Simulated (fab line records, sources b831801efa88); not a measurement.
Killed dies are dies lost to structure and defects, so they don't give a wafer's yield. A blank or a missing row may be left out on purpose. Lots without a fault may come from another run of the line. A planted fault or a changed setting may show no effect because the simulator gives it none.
Tool commonality check | flow gf180mcu | 12 lots, 36 wafers sampled

WHY IT WAS OPENED
At GF_VT_IMPLANT_TW_MEAS_32 the reading VT_IMPLANT_3_TW is flagged on 1 of 12 lots. Wafers without a fault read 266.5, standard deviation 2.8.
Rule: a lot is flagged when every wafer of it that has a number lies more than 4 standard deviations from that mean, or none has a number. The other lots count as sound.

lot  | measured     | on            | VT_IMPLANT_3_TW, wafer by wafer | flag
L702 | day 6 20:50  | film_metro-03 | 264.1 264.3 263.8               |
L704 | day 7 11:41  | film_metro-04 | 263.9 264.1 264.9               |
L705 | day 7 16:56  | film_metro-04 | 262.2 262.6 263.3               |
L710 | day 9 01:41  | film_metro-04 | 267.8 266.6 265.3               |
L711 | day 9 09:55  | film_metro-04 | 267.1 266.9 268.6               |
L712 | day 9 16:20  | film_metro-04 | 265.9 266.0 265.8               |
L714 | day 10 02:23 | film_metro-04 | 265.7 264.4 264.6               |
L715 | day 10 10:01 | film_metro-04 | 266.9 265.1 264.7               |
L720 | day 11 18:55 | film_metro-01 | 30.3 30.1 30.3                  | FLAGGED
L721 | day 12 00:05 | film_metro-03 | 263.1 262.1 261.7               |
L723 | day 12 15:55 | film_metro-01 | 270.0 269.2 270.0               |
L725 | day 13 07:52 | film_metro-04 | 263.7 265.6 265.7               |
The numbers of the flagged lots are 30.2 on average: -236.3 against the usual, or -84 standard deviations.

WHICH TOOL RAN EACH LOT
The record holds 2 process steps before the reading, out of a route of 602 steps. In each cell: the tool, then ch and the chambers that the sampled wafers went through, then the start.
lot  | flag    | GF_VT_IMPLANT_STRIP_20               | GF_VT_IMPLANT_STRIP_31
L702 |         | plasma_asher-04 ch 0,1, day 6 05:38  | plasma_asher-03 ch 0,1, day 6 20:44
L704 |         | plasma_asher-04 ch 0,1, day 6 20:43  | plasma_asher-03 ch 0,1, day 7 11:35
L705 |         | plasma_asher-04 ch 0,1, day 7 00:50  | plasma_asher-03 ch 0,1, day 7 16:49
L710 |         | plasma_asher-04 ch 0,1, day 8 08:47  | plasma_asher-04 ch 0,1, day 9 01:35
L711 |         | plasma_asher-02 ch 0,1, day 8 16:43  | plasma_asher-03 ch 0,1, day 9 09:49
L712 |         | plasma_asher-03 ch 0,1, day 8 23:28  | plasma_asher-03 ch 0,1, day 9 16:13
L714 |         | plasma_asher-04 ch 0,1, day 9 08:38  | plasma_asher-04 ch 0, day 10 02:16
L715 |         | plasma_asher-02 ch 0,1, day 9 15:55  | plasma_asher-02 ch 0,1, day 10 09:55
L720 | FLAGGED | plasma_asher-04 ch 0,1, day 11 00:13 | plasma_asher-03 ch 0,1, day 11 18:49
L721 |         | plasma_asher-03 ch 0,1, day 11 05:31 | plasma_asher-03 ch 0,1, day 12 00:00
L723 |         | plasma_asher-03 ch 0,1, day 11 20:11 | plasma_asher-03 ch 0,1, day 12 15:49
L725 |         | plasma_asher-03 ch 0,1, day 12 12:20 | plasma_asher-04 ch 0,1, day 13 07:46
What these steps do:
- GF_VT_IMPLANT_STRIP_20: strips in O2/N2.
- GF_VT_IMPLANT_STRIP_31: strips in O2/N2.
- GF_VT_IMPLANT_TW_MEAS_32

FLAGGED OVER TOTAL, TOOL BY TOOL (the gauges that took the reading come last)
step                     | tool            | lots run | flagged | share of the flagged lots | sound lots run after its first flagged lot
GF_VT_IMPLANT_STRIP_20   | plasma_asher-02 | 2        | 0       | none                      | -
GF_VT_IMPLANT_STRIP_20   | plasma_asher-03 | 4        | 0       | none                      | -
GF_VT_IMPLANT_STRIP_20   | plasma_asher-04 | 6        | 1       | all                       | 0
GF_VT_IMPLANT_STRIP_31   | plasma_asher-02 | 1        | 0       | none                      | -
GF_VT_IMPLANT_STRIP_31   | plasma_asher-03 | 8        | 1       | all                       | 2 (L721,L723)
GF_VT_IMPLANT_STRIP_31   | plasma_asher-04 | 3        | 0       | none                      | -
GF_VT_IMPLANT_TW_MEAS_32 | film_metro-01   | 2        | 1       | all                       | 1 (L723)
GF_VT_IMPLANT_TW_MEAS_32 | film_metro-03   | 2        | 0       | none                      | -
GF_VT_IMPLANT_TW_MEAS_32 | film_metro-04   | 8        | 0       | none                      | -

WHAT THE TABLE ALLOWS
3 rows of the table ran every flagged lot: plasma_asher-04 at GF_VT_IMPLANT_STRIP_20, plasma_asher-03 at GF_VT_IMPLANT_STRIP_31, film_metro-01 at GF_VT_IMPLANT_TW_MEAS_32.
- plasma_asher-04 at GF_VT_IMPLANT_STRIP_20: 1 of its 6 lots flagged. Its last sound lot is L714 (day 9 08:38), its first flagged lot L720 (day 11 00:13): a fault that began between those two fits. Its own readings lie more than 4 standard deviations out on every wafer of the flagged lots: oes_product_au.
- plasma_asher-03 at GF_VT_IMPLANT_STRIP_31: 1 of its 8 lots flagged. Sound lots ran on it after the first flagged one (L721, L723), which a lasting fault on the whole tool wouldn't allow. Its own readings lie more than 4 standard deviations out on every wafer of the flagged lots: strip_time_to_endpoint_s.
- film_metro-01 at GF_VT_IMPLANT_TW_MEAS_32: 1 of its 2 lots flagged. Sound lots ran on it after the first flagged one (L723), which a lasting fault on the whole tool wouldn't allow.
One tool is left: plasma_asher-04 at GF_VT_IMPLANT_STRIP_20.

WHAT THE SIMULATOR HAD PUT IN
Strip aborted: plasma_asher-04, from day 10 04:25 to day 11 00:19, at GF_VT_IMPLANT_STRIP_20. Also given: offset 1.
Lots struck among those shown: L720. The rule above found the same.
